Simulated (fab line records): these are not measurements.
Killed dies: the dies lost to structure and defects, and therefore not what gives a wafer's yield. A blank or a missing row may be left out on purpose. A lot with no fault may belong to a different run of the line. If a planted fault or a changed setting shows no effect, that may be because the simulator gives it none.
fab line records + flow sky130
record
- lots=10
- wafers=30
- lastDay=52
route steps=708 shown VIA4@650 METAL5@665 PASSIVATION@692 PAD_OPEN@708
lots that met no fault: taken from a fault-free run of the same line
startH: hours from the record's opening day to when the first of the lot's shown wafers began + waitH: hours from the lot's prior step to this one + " as in the row above + L1.1+2: several wafers, shown together as one row + - no value present, or no start provided + * or withheld: withheld + < > ~ a bound
route shown NAME@n: NAME is a module with steps in the file, n the number in the route of the first one + usual: mean/standard deviation of fault-free wafers + same: alike in all rows + chamber/n: place in a boat + sites: each site's reading + _std_site: standard deviation across them + _edge_site: inner sites' mean taken away from outer sites' mean + radiusMm: how far each site lies from the wafer's centre + mask NAME#n: copy n + behind: the most recent tool/chamber to have shaped the wafer + hold: reason for holding the lot/hours on hold/outcome of the hold + device: whichever transistor did not switch (one of n, p or np) + end of line: tests of these same wafers at the route's end + a step without rows: its recipe alone + killed: count of dies lost to structure and defects at first sort (not the wafer's yield) + map: a wafer's dies, x killed, . not, _ none there
set.NAME: the setting as run; set.NAME@STEP: as run at that earlier step + model.NAME: the simulator's own value behind a step, which no gauge read
steps of the route over a sample of lots; a table a step, a row a wafer
services: a tool's chamber out of use, with start hour (startH, from the record's first day; less than 0 if before it), hours out, and reason
## steps
# step SKY_VIA4_OVL_MEAS_11
# usual
- VIA4_OVL=0.4/1.3
| lot.wafer | tool       | chamber | startH  | waitH | VIA4_OVL[nm] |
|-----------|------------|---------|---------|-------|--------------|
| L166.1    | overlay-02 | -       | 963.39  | 0.1   | -0.9         |
| L166.3    | "          | -       | "       | "     | 0.1          |
| L166.6    | "          | -       | "       | "     | -0.8         |
| L169.2    | overlay-01 | -       | 977.24  | 0.1   | 1.8          |
| L169.4    | "          | -       | "       | "     | 1.8          |
| L169.5    | "          | -       | "       | "     | 0.4          |
| L171.1    | overlay-01 | -       | 986.64  | 0.1   | -2.1         |
| L171.2    | "          | -       | "       | "     | -1.1         |
| L171.6    | "          | -       | "       | "     | -2.8         |
| L174.2    | overlay-01 | -       | 1011.54 | 0.1   | -0.5         |
| L174.4    | "          | -       | "       | "     | -1.3         |
| L174.5    | "          | -       | "       | "     | -0.6         |
| L180.1    | overlay-01 | -       | 1041.39 | 0.1   | 1.4          |
| L180.2    | "          | -       | "       | "     | 1.8          |
| L180.5    | "          | -       | "       | "     | 1.0          |
| L182.1    | overlay-01 | -       | 1056.69 | 0.1   | 2.2          |
| L182.3    | "          | -       | "       | "     | 2.8          |
| L182.6    | "          | -       | "       | "     | 0.5          |
| L183.2    | overlay-01 | -       | 1186.02 | 0.1   | 0.4          |
| L183.4    | "          | -       | "       | "     | 0.4          |
| L183.6    | "          | -       | "       | "     | 2.0          |
| L184.2    | overlay-02 | -       | 1186.54 | 0.1   | 1.1          |
| L184.4    | "          | -       | "       | "     | 0.5          |
| L184.6    | "          | -       | "       | "     | 0.0          |
| L187.2    | overlay-02 | -       | 1187.30 | 0.1   | 0.3          |
| L187.4    | "          | -       | "       | "     | -1.5         |
| L187.6    | "          | -       | "       | "     | -0.2         |
| L186.2    | overlay-01 | -       | 1187.74 | 0.1   | 0.6          |
| L186.3    | "          | -       | "       | "     | 0.0          |
| L186.4    | "          | -       | "       | "     | 0.3          |
# step SKY_VIA4_RS_MEAS_19
# recipe
- thkMeasGauge=four-point-probe
- reads=W_of_VIA4_CVD_18+TiN_of_VIA4_SPUTTER_17
# usual
- VIA4_W_RS=0.2252/0.0027
| lot.wafer | tool         | chamber | startH  | waitH | VIA4_W_RS[ohm/sq] |
|-----------|--------------|---------|---------|-------|-------------------|
| L166.1    | filmMetro-04 | -       | 964.30  | 0.1   | 0.2210            |
| L166.3    | "            | -       | "       | "     | 0.2250            |
| L166.6    | "            | -       | "       | "     | 0.2280            |
| L169.2    | filmMetro-03 | -       | 978.17  | 0.1   | 0.2245            |
| L169.4    | "            | -       | "       | "     | 0.2202            |
| L169.5    | "            | -       | "       | "     | 0.2276            |
| L171.1    | filmMetro-04 | -       | 987.56  | 0.1   | 0.2251            |
| L171.2    | "            | -       | "       | "     | 0.2306            |
| L171.6    | "            | -       | "       | "     | 0.2300            |
| L174.2    | filmMetro-01 | -       | 1012.47 | 0.1   | 0.2280            |
| L174.4    | "            | -       | "       | "     | 0.2278            |
| L174.5    | "            | -       | "       | "     | 0.2252            |
| L180.1    | filmMetro-03 | -       | 1042.34 | 0.1   | 0.2213            |
| L180.2    | "            | -       | "       | "     | 0.2285            |
| L180.5    | "            | -       | "       | "     | 0.2233            |
| L182.1    | filmMetro-03 | -       | 1057.64 | 0.1   | 0.2227            |
| L182.3    | "            | -       | "       | "     | 0.2239            |
| L182.6    | "            | -       | "       | "     | 0.2237            |
| L183.2    | filmMetro-01 | -       | 1186.95 | 0.1   | 0.2254            |
| L183.4    | "            | -       | "       | "     | 0.2217            |
| L183.6    | "            | -       | "       | "     | 0.2228            |
| L184.2    | filmMetro-04 | -       | 1187.88 | 0.1   | 0.2225            |
| L184.4    | "            | -       | "       | "     | 0.2228            |
| L184.6    | "            | -       | "       | "     | 0.2244            |
| L187.2    | filmMetro-01 | -       | 1188.90 | 0.1   | 0.2200            |
| L187.4    | "            | -       | "       | "     | 0.2243            |
| L187.6    | "            | -       | "       | "     | 0.2247            |
| L186.2    | filmMetro-01 | -       | 1189.14 | 0.1   | 0.2228            |
| L186.3    | "            | -       | "       | "     | 0.2217            |
| L186.4    | "            | -       | "       | "     | 0.2235            |
# step SKY_METAL5_SPUTTER_04
# recipe
- material=TiN
- targetThkNm=70
- powerW=6500
- timeS=58.3
- chamberPressurePa=0.4
# usual
- throttleValvePct=29.4/1.1
| lot.wafer | tool          | chamber | startH  | waitH | throttleValvePct |
|-----------|---------------|---------|---------|-------|------------------|
| L166.1    | pvdSputter-04 | -       | 964.90  | 0.0   | 32.1             |
| L166.3    | "             | -       | "       | "     | 28.7             |
| L166.6    | "             | -       | "       | "     | 28.3             |
| L169.2    | pvdSputter-03 | -       | 978.75  | 0.0   | 29.3             |
| L169.4    | "             | -       | "       | "     | 28.8             |
| L169.5    | "             | -       | "       | "     | 28.4             |
| L171.1    | pvdSputter-02 | -       | 988.16  | 0.0   | 29.7             |
| L171.2    | "             | -       | "       | "     | 28.9             |
| L171.6    | "             | -       | "       | "     | 30.0             |
| L174.2    | pvdSputter-04 | -       | 1013.19 | 0.0   | 29.0             |
| L174.4    | "             | -       | "       | "     | 27.9             |
| L174.5    | "             | -       | "       | "     | 28.1             |
| L180.1    | pvdSputter-03 | -       | 1042.94 | 0.0   | 30.1             |
| L180.2    | "             | -       | "       | "     | 29.2             |
| L180.5    | "             | -       | "       | "     | 28.6             |
| L182.1    | pvdSputter-03 | -       | 1058.24 | 0.0   | 28.7             |
| L182.3    | "             | -       | "       | "     | 30.0             |
| L182.6    | "             | -       | "       | "     | 28.8             |
| L183.2    | pvdSputter-04 | -       | 1190.11 | 0.0   | 28.3             |
| L183.4    | "             | -       | "       | "     | 32.2             |
| L183.6    | "             | -       | "       | "     | 32.2             |
| L184.2    | pvdSputter-02 | -       | 1190.71 | 0.0   | 29.1             |
| L184.4    | "             | -       | "       | "     | 30.3             |
| L184.6    | "             | -       | "       | "     | 30.1             |
| L187.2    | pvdSputter-02 | -       | 1191.61 | 0.0   | 29.8             |
| L187.4    | "             | -       | "       | "     | 29.8             |
| L187.6    | "             | -       | "       | "     | 29.3             |
| L186.2    | pvdSputter-03 | -       | 1191.68 | 0.0   | 30.0             |
| L186.3    | "             | -       | "       | "     | 29.1             |
| L186.4    | "             | -       | "       | "     | 29.9             |
# step SKY_PASSIVATION_ETCH_11
# recipe
- chemistry=CF4/O2
- targetDepthNm=725
- stopOn=AlCu
- sourceW=800
- biasW=150
- pressureMtorr=150
- cf4FlowSccm=80
- O2_flow_sccm=10
- timeS=161.1
# usual
- chamberPressureMTorr=150.00/0.14
- drypumpMotorCurrentA=5.9/0.71
- oesProductAu=0.977/0.0069
- runLengthS=189.3/0.51
- throttleValvePct=5.965/0.0091
| lot.wafer | tool       | chamber | startH  | waitH | chamberPressureMTorr | drypumpMotorCurrentA | oesProductAu | rfHoursCounterH | runLengthS | throttleValvePct |
|-----------|------------|---------|---------|-------|----------------------|----------------------|--------------|-----------------|------------|------------------|
| L166.1    | rieDiel-01 | 1       | 1015.54 | -     | 149.87               | 6.1                  | 0.972        | 24              | 189.2      | 5.970            |
| L166.3    | "          | 0       | "       | "     | 150.15               | 5.3                  | 0.970        | 3               | 189.4      | 5.946            |
| L166.6    | "          | 0       | "       | "     | 149.76               | 5.3                  | 0.970        | -               | 189.2      | 5.961            |
| L169.2    | rieDiel-02 | 2       | 1026.79 | -     | 149.91               | 6.5                  | 0.977        | 19              | 188.9      | 5.970            |
| L169.4    | "          | 3       | "       | "     | 149.74               | 6.7                  | 0.975        | 16              | 189.8      | 5.969            |
| L169.5    | "          | 1       | "       | "     | 150.14               | 5.2                  | 0.983        | -               | 189.3      | 5.969            |
| L171.1    | rieDiel-01 | 2       | 1035.31 | -     | 149.92               | 6.5                  | 0.969        | 8               | 189.6      | 5.939            |
| L171.2    | "          | 3       | "       | "     | 149.99               | 4.6                  | 0.964        | 20              | 188.8      | 5.972            |
| L171.6    | "          | 2       | "       | "     | 149.81               | 6.5                  | 0.990        | -               | 189.4      | 5.964            |
| L174.2    | rieDiel-01 | 0       | 1057.36 | -     | 149.98               | 5.3                  | 0.976        | 5               | 189.5      | 5.958            |
| L174.4    | "          | 3       | "       | "     | 149.90               | 4.6                  | 0.985        | 22              | 188.5      | 5.965            |
| L174.5    | "          | 0       | "       | "     | 149.73               | 5.3                  | 0.971        | -               | 189.1      | 5.975            |
| L180.1    | rieDiel-01 | 1       | 1083.86 | -     | 150.03               | 6.1                  | 0.985        | 26              | 189.6      | 5.973            |
| L180.2    | "          | 3       | "       | "     | 149.91               | 4.6                  | 0.994        | 23              | 177.8      | 5.962            |
| L180.5    | "          | 1       | "       | "     | 150.01               | 6.2                  | 0.976        | -               | 189.2      | 5.968            |
| L182.1    | rieDiel-01 | 3       | 1096.76 | -     | 150.11               | 4.6                  | 0.997        | 23              | 177.8      | 5.971            |
| L182.3    | "          | 2       | "       | "     | 150.01               | 6.5                  | 0.993        | 11              | 189.5      | 5.961            |
| L182.6    | "          | 3       | "       | "     | 150.07               | 4.7                  | 0.993        | -               | 177.6      | 5.954            |
| L183.2    | rieDiel-04 | 0       | 1221.27 | -     | 149.93               | 6.4                  | 0.980        | 17              | 188.4      | 5.942            |
| L183.4    | "          | 2       | "       | "     | 149.96               | 5.2                  | 0.966        | -               | 190.0      | 5.962            |
| L183.6    | "          | 0       | "       | "     | 150.13               | 6.4                  | 0.976        | -               | 188.3      | 5.952            |
| L184.2    | rieDiel-01 | 3       | 1222.04 | -     | 149.86               | 4.6                  | 0.978        | 27              | 188.8      | 5.982            |
| L184.4    | "          | 0       | "       | "     | 149.99               | 5.3                  | 0.976        | -               | 189.5      | 5.965            |
| L184.6    | "          | 3       | "       | "     | 150.05               | 4.6                  | 0.988        | -               | 188.4      | 5.972            |
| L187.2    | rieDiel-04 | 2       | 1222.86 | -     | 150.07               | 5.2                  | 0.971        | 12              | 189.2      | 5.957            |
| L187.4    | "          | 0       | "       | "     | 150.04               | 6.4                  | 0.980        | -               | 188.3      | 5.962            |
| L187.6    | "          | 2       | "       | "     | 150.06               | 5.2                  | 0.985        | -               | 189.5      | 5.973            |
| L186.2    | rieDiel-02 | 3       | 1223.51 | -     | 150.02               | 6.7                  | 0.972        | 23              | 189.5      | 5.959            |
| L186.3    | "          | 2       | "       | "     | 150.29               | 6.5                  | 0.976        | 26              | 189.3      | 5.973            |
| L186.4    | "          | 1       | "       | "     | 150.08               | 5.2                  | 0.985        | 21              | 189.2      | 5.978            |
# step SKY_PASSIVATION_STRIP_12
# recipe
- chemistry=O2/N2
- powerW=1400
- pressureMtorr=1500
- platenTempC=withheld
- overashFraction=0.7
- o2FlowSccm=3000
- n2FlowSccm=300
# usual
- chamberPressureMTorr=1500.1/1.3
- drypumpMotorCurrentA=5.86/0.19
- oesProductAu=0.660/0.0045
- stripTimeToEndpointS=31.58/0.14
| lot.wafer | tool           | chamber | startH  | waitH | chamberPressureMTorr | drypumpMotorCurrentA | oesProductAu | rfHoursCounterH | stripTimeToEndpointS |
|-----------|----------------|---------|---------|-------|----------------------|----------------------|--------------|-----------------|----------------------|
| L166.1    | plasmaAsher-03 | 0       | 1015.64 | 0.1   | 1500.3               | 5.83                 | 0.668        | 119             | 31.74                |
| L166.3    | "              | 0       | "       | "     | 1498.3               | 5.83                 | 0.663        | -               | 31.73                |
| L166.6    | "              | 1       | "       | "     | 1498.2               | 6.19                 | 0.661        | -               | 31.80                |
| L169.2    | plasmaAsher-02 | 0       | 1026.90 | 0.1   | 1498.7               | 5.97                 | 0.662        | 59              | 31.56                |
| L169.4    | "              | 1       | "       | "     | 1502.5               | 5.97                 | 0.662        | -               | 31.59                |
| L169.5    | "              | 0       | "       | "     | 1501.6               | 5.96                 | 0.667        | -               | 31.51                |
| L171.1    | plasmaAsher-04 | 1       | 1035.41 | 0.1   | 1498.7               | 5.87                 | 0.656        | 29              | 31.23                |
| L171.2    | "              | 0       | "       | "     | 1501.8               | 5.55                 | 0.666        | 29              | 31.34                |
| L171.6    | "              | 0       | "       | "     | 1498.3               | 5.56                 | 0.668        | -               | 31.23                |
| L174.2    | plasmaAsher-02 | 0       | 1057.46 | 0.1   | 1499.6               | 5.97                 | 0.661        | 62              | 31.62                |
| L174.4    | "              | 0       | "       | "     | 1501.5               | 5.97                 | 0.660        | -               | 31.49                |
| L174.5    | "              | 0       | "       | "     | 1499.4               | 5.94                 | 0.660        | -               | 31.61                |
| L180.1    | plasmaAsher-04 | 0       | 1083.96 | 0.1   | 1499.7               | 5.56                 | 0.660        | 34              | 31.56                |
| L180.2    | "              | 1       | "       | "     | 1499.2               | 5.89                 | 0.661        | 34              | 31.89                |
| L180.5    | "              | 0       | "       | "     | 1498.9               | 5.57                 | 0.653        | -               | 31.62                |
| L182.1    | plasmaAsher-04 | 0       | 1096.87 | 0.1   | 1499.7               | 5.55                 | 0.664        | 36              | 32.02                |
| L182.3    | "              | 0       | "       | "     | 1500.6               | 5.56                 | 0.668        | -               | 31.53                |
| L182.6    | "              | 1       | "       | "     | 1500.1               | 5.86                 | 0.660        | -               | 32.02                |
| L183.2    | plasmaAsher-02 | 1       | 1221.42 | 0.1   | 1500.6               | 5.97                 | 0.664        | 79              | 31.23                |
| L183.4    | "              | 0       | "       | "     | 1500.2               | 5.96                 | 0.657        | -               | 31.45                |
| L183.6    | "              | 0       | "       | "     | 1502.3               | 5.97                 | 0.666        | -               | 31.42                |
| L184.2    | plasmaAsher-04 | 0       | 1222.15 | 0.1   | 1501.8               | 5.55                 | 0.658        | 49              | 31.54                |
| L184.4    | "              | 1       | "       | "     | 1498.6               | 5.89                 | 0.661        | -               | 31.63                |
| L184.6    | "              | 0       | "       | "     | 1498.9               | 5.56                 | 0.664        | -               | 31.59                |
| L187.2    | plasmaAsher-02 | 0       | 1223.02 | 0.1   | 1502.1               | 5.96                 | 0.655        | 79              | 31.69                |
| L187.4    | "              | 1       | "       | "     | 1498.9               | 5.98                 | 0.653        | -               | 31.63                |
| L187.6    | "              | 1       | "       | "     | 1499.5               | 5.98                 | 0.659        | -               | 31.85                |
| L186.2    | plasmaAsher-02 | 1       | 1223.61 | 0.1   | 1499.2               | 5.93                 | 0.660        | 79              | 31.64                |
| L186.3    | "              | 0       | "       | "     | 1500.1               | 5.94                 | 0.660        | -               | 31.79                |
| L186.4    | "              | 1       | "       | "     | 1500.5               | 5.92                 | 0.661        | -               | 31.64                |
# step SKY_PAD_OPEN_PROBE_99
# usual
- defectLimitedYield=82.5/1.9
- killed_at_M0_to_M3=43/7
- killed_at_M4_up=2.7/1.6
- killedAtContacts=24/5.3
- killedAtFrontEnd=16/4.6
- killedAtOther=0.3/0.53
- killedDies=86/9.3
- killedOpen=47/6.9
- killedShort=38/6.1
- sort_bin_3_pad_short=0.9/0.4
- sort_bin_5_function=10.3/1.4
- sort_bin_6_memory=6.3/1.1
- sortNPass=406/9.3
- sortYieldPct=82.5/1.9
# same
- grossDies=492
- killedAtBackSide=0
- sort_bin_4_leakage[%]=0
- sort_bin_8_speed[%]=0
| lot.wafer | tool      | chamber | startH  | waitH | defectLimitedYield[%] | killed_at_M0_to_M3 | killed_at_M4_up | killedAtContacts | killedAtFrontEnd | killedAtOther | killedDies | killedOpen | killedShort | sort_bin_3_pad_short[%] | sort_bin_5_function[%] | sort_bin_6_memory[%] | sortNPass | sortYieldPct[%] |
|-----------|-----------|---------|---------|-------|-----------------------|--------------------|-----------------|------------------|------------------|---------------|------------|------------|-------------|-------------------------|------------------------|----------------------|-----------|-----------------|
| L169.2    | prober-01 | -       | 1051.13 | 0.1   | 82.3                  | 47                 | 5               | 22               | 12               | 1             | 87         | 50         | 36          | 1.8                     | 8.9                    | 6.9                  | 405       | 82.3            |
| L169.4    | prober-01 | -       | 1051.23 | 0.2   | 81.5                  | 51                 | 2               | 26               | 11               | 1             | 91         | 46         | 45          | 1.4                     | 10.6                   | 6.5                  | 401       | 81.5            |
| L169.5    | prober-01 | -       | 1051.28 | 0.2   | 81.9                  | 46                 | 2               | 19               | 22               | 0             | 89         | 46         | 43          | 1.2                     | 10.4                   | 6.5                  | 403       | 81.9            |
| L174.2    | prober-01 | -       | 1080.36 | 0.1   | 80.3                  | 49                 | 3               | 18               | 27               | 0             | 97         | 61         | 36          | 1.2                     | 11.0                   | 7.5                  | 395       | 80.3            |
| L174.4    | prober-01 | -       | 1080.46 | 0.2   | 80.9                  | 45                 | 2               | 31               | 16               | 0             | 94         | 51         | 43          | 1.0                     | 12.2                   | 5.9                  | 398       | 80.9            |
| L174.5    | prober-01 | -       | 1080.51 | 0.2   | 77.8                  | 42                 | 3               | 35               | 29               | 0             | 109        | 56         | 53          | 1.2                     | 12.0                   | 8.9                  | 383       | 77.8            |
| L180.1    | prober-02 | -       | 1103.86 | 0.1   | 83.5                  | 40                 | 2               | 25               | 14               | 0             | 81         | 45         | 36          | 1.0                     | 10.0                   | 5.5                  | 411       | 83.5            |
| L180.2    | prober-02 | -       | 1103.91 | 0.1   | 82.3                  | 41                 | 2               | 24               | 20               | 0             | 87         | 45         | 42          | 1.2                     | 9.3                    | 7.1                  | 405       | 82.3            |
| L180.5    | prober-02 | -       | 1104.06 | 0.2   | 82.9                  | 45                 | 2               | 27               | 9                | 1             | 84         | 47         | 37          | 1.4                     | 10.6                   | 5.1                  | 408       | 82.9            |
| L182.1    | prober-02 | -       | 1116.71 | 0.1   | 80.7                  | 50                 | 5               | 29               | 11               | 0             | 95         | 55         | 40          | 0.8                     | 10.2                   | 8.3                  | 397       | 80.7            |
| L182.3    | prober-02 | -       | 1116.81 | 0.2   | 81.7                  | 50                 | 2               | 20               | 18               | 0             | 90         | 61         | 29          | 0.6                     | 11.8                   | 5.9                  | 402       | 81.7            |
| L182.6    | prober-02 | -       | 1116.96 | 0.2   | 56.9                  | 49                 | 4               | 27               | 18               | 114           | 212        | 55         | 42          | 0                       | 36.0                   | 7.1                  | 280       | 56.9            |
# killed by level:class
L169.2 VIA1:geometricParticle:open=13 VIA3:geometricParticle:short=7 LI_CONTACT:geometricParticle:open=6 CONTACT:geometricParticle:open=6 VIA2:geometricParticle:open=5 METAL2:geometricParticle:short=5 VIA3:geometricParticle:open=5 POLY_GATE:geometricParticle:open=4
L169.4 VIA1:geometricParticle:open=13 CONTACT:geometricParticle:open=10 METAL2:geometricParticle:short=8 LOCAL_INTERCONNECT:geometricParticle:short=6 VIA1:geometricParticle:short=5 VIA3:geometricParticle:open=5 VIA3:geometricParticle:short=4 LI_CONTACT:geometricParticle:open=4
L169.5 VIA1:geometricParticle:open=12 METAL2:geometricParticle:short=7 POLY_GATE:geometricParticle:open=6 LI_CONTACT:geometricParticle:open=6 FIELD_ISO:geometricParticle:short=5 POLY_GATE:geometricParticle:short=5 CONTACT:geometricParticle:open=5 VIA2:geometricParticle:open=5
L174.2 VIA1:geometricParticle:open=14 FIELD_ISO:geometricParticle:open=7 LI_CONTACT:geometricParticle:open=6 CONTACT:geometricParticle:open=6 VIA2:geometricParticle:open=6 VIA3:geometricParticle:open=6 FIELD_ISO:geometricParticle:short=4 POLY_GATE:geometricParticle:short=4
L174.4 VIA1:geometricParticle:open=14 CONTACT:geometricParticle:open=10 LI_CONTACT:geometricParticle:open=8 VIA3:geometricParticle:open=7 VIA1:geometricParticle:short=6 LI_CONTACT:geometricParticle:short=5 METAL2:geometricParticle:short=5 METAL1:geometricParticle:short=4
L174.5 VIA1:geometricParticle:open=11 CONTACT:geometricParticle:open=10 POLY_GATE:geometricParticle:short=9 POLY_GATE:geometricParticle:open=8 LOCAL_INTERCONNECT:geometricParticle:short=8 VIA2:geometricParticle:open=7 VIA3:geometricParticle:open=6 CONTACT:geometricParticle:short=6
L180.1 CONTACT:geometricParticle:open=11 LI_CONTACT:geometricParticle:open=7 VIA1:geometricParticle:open=7 METAL2:geometricParticle:short=7 VIA2:geometricParticle:open=7 VIA3:geometricParticle:open=6 POLY_GATE:geometricParticle:short=5 VIA3:geometricParticle:short=4
L180.2 VIA1:geometricParticle:open=12 FIELD_ISO:geometricParticle:short=6 POLY_GATE:geometricParticle:short=6 LI_CONTACT:geometricParticle:open=6 METAL2:geometricParticle:short=6 VIA3:geometricParticle:open=6 CONTACT:geometricParticle:short=5 CONTACT:geometricParticle:open=5
L180.5 CONTACT:geometricParticle:open=9 VIA1:geometricParticle:open=9 VIA2:geometricParticle:open=6 LOCAL_INTERCONNECT:geometricParticle:short=6 METAL1:geometricParticle:short=6 LI_CONTACT:geometricParticle:open=5 FIELD_ISO:geometricParticle:open=4 CONTACT:geometricParticle:short=4
L182.1 VIA1:geometricParticle:open=12 CONTACT:geometricParticle:open=10 LI_CONTACT:geometricParticle:open=9 VIA2:geometricParticle:open=9 VIA3:geometricParticle:short=5 CONTACT:geometricParticle:short=5 METAL2:geometricParticle:short=5 VIA3:geometricParticle:open=4
L182.3 VIA1:geometricParticle:open=15 VIA2:geometricParticle:open=9 CONTACT:geometricParticle:open=8 LI_CONTACT:geometricParticle:open=7 VIA3:geometricParticle:open=6 FIELD_ISO:geometricParticle:short=5 POLY_GATE:geometricParticle:open=4 LOCAL_INTERCONNECT:geometricParticle:short=4
L182.6 PASSIVATION:areaEtch=114 VIA1:geometricParticle:open=14 CONTACT:geometricParticle:open=9 LI_CONTACT:geometricParticle:open=8 FIELD_ISO:geometricParticle:open=7 VIA1:geometricParticle:short=7 VIA2:geometricParticle:open=6 VIA3:geometricParticle:open=6
## services
| tool           | chamber | startH  | hours | kind   |
|----------------|---------|---------|-------|--------|
| rieDiel-01     | -       | 949.29  | 1.0   | repair |
| pvdSputter-04  | -       | 975.92  | 9.6   | repair |
| rieDiel-02     | 1       | 985.74  | 22.1  | repair |
| rieDiel-01     | 0       | 989.74  | 20.7  | repair |
| rieDiel-01     | -       | 989.89  | 1.6   | repair |
| rieDiel-01     | -       | 991.54  | 0.7   | repair |
| rieDiel-01     | 2       | 995.97  | 1.2   | repair |
| rieDiel-01     | 2       | 1010.36 | 4.6   | repair |
| plasmaAsher-02 | -       | 1012.44 | 1.7   | repair |
| rieDiel-01     | 1       | 1036.40 | 5.5   | repair |
| plasmaAsher-03 | -       | 1055.25 | 9.0   | pm     |
| plasmaAsher-04 | -       | 1056.93 | 1.0   | repair |
| rieDiel-04     | 1       | 1103.89 | 8.9   | repair |
| plasmaAsher-04 | -       | 1118.63 | 1.7   | repair |
| rieDiel-02     | -       | 1123.49 | 2.8   | repair |
| rieDiel-01     | 0       | 1125.41 | 3.9   | repair |
| pvdSputter-02  | -       | 1130.53 | 8.0   | repair |
| plasmaAsher-02 | -       | 1142.28 | 0.6   | repair |
| rieDiel-02     | 0       | 1158.50 | 4.3   | repair |
| pvdSputter-04  | -       | 1173.54 | 5.8   | repair |
| pvdSputter-02  | -       | 1181.00 | 7.7   | repair |
| rieDiel-04     | 0       | 1204.34 | 1.5   | repair |
| rieDiel-04     | 1       | 1219.19 | 9.6   | repair |
| pvdSputter-04  | -       | 1221.12 | 1.2   | repair |
## key
firstSign
- step=SKY_PASSIVATION_ETCH_11
- reading=runLengthS
- direction=down
- sigmas=23
- usual=*
- struck=*
effect
- step=SKY_PASSIVATION_ETCH_11
- reading=oesProductAu
- direction=up
- sigmas=2.6
- usual=0.977
- struck=0.995
- wafersMoved=2
effect
- step=SKY_PASSIVATION_STRIP_12
- reading=stripTimeToEndpointS
- direction=up
- sigmas=2.9
- usual=*
- struck=*
effect
- step=SKY_PAD_OPEN_PROBE_99
- reading=sort_bin_5_function
- direction=up
- sigmas=5.9
- usual=10.3
- struck=18.5
- wafersMoved=1
moreKillsBornAt
- SKY_PASSIVATION_ETCH_11@rieDiel-01=114
metAt SKY_PASSIVATION_ETCH_11
struckLots L180,L182
struckWafers L180.2,L182.1,L182.6
notActingAt SKY_VIA4_OVL_MEAS_11,SKY_VIA4_RS_MEAS_19,SKY_METAL5_SPUTTER_04
onsetBetween 1057.36 1083.86
fault
- kind=processParameterDrift
- tool=rieDiel-01
- chamber=3
- onsetH=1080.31
- steps=SKY_PASSIVATION_ETCH_11
- channel=timeS
- offset=*
- shape=step
- endH=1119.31
- actsIn=*
- stated=*
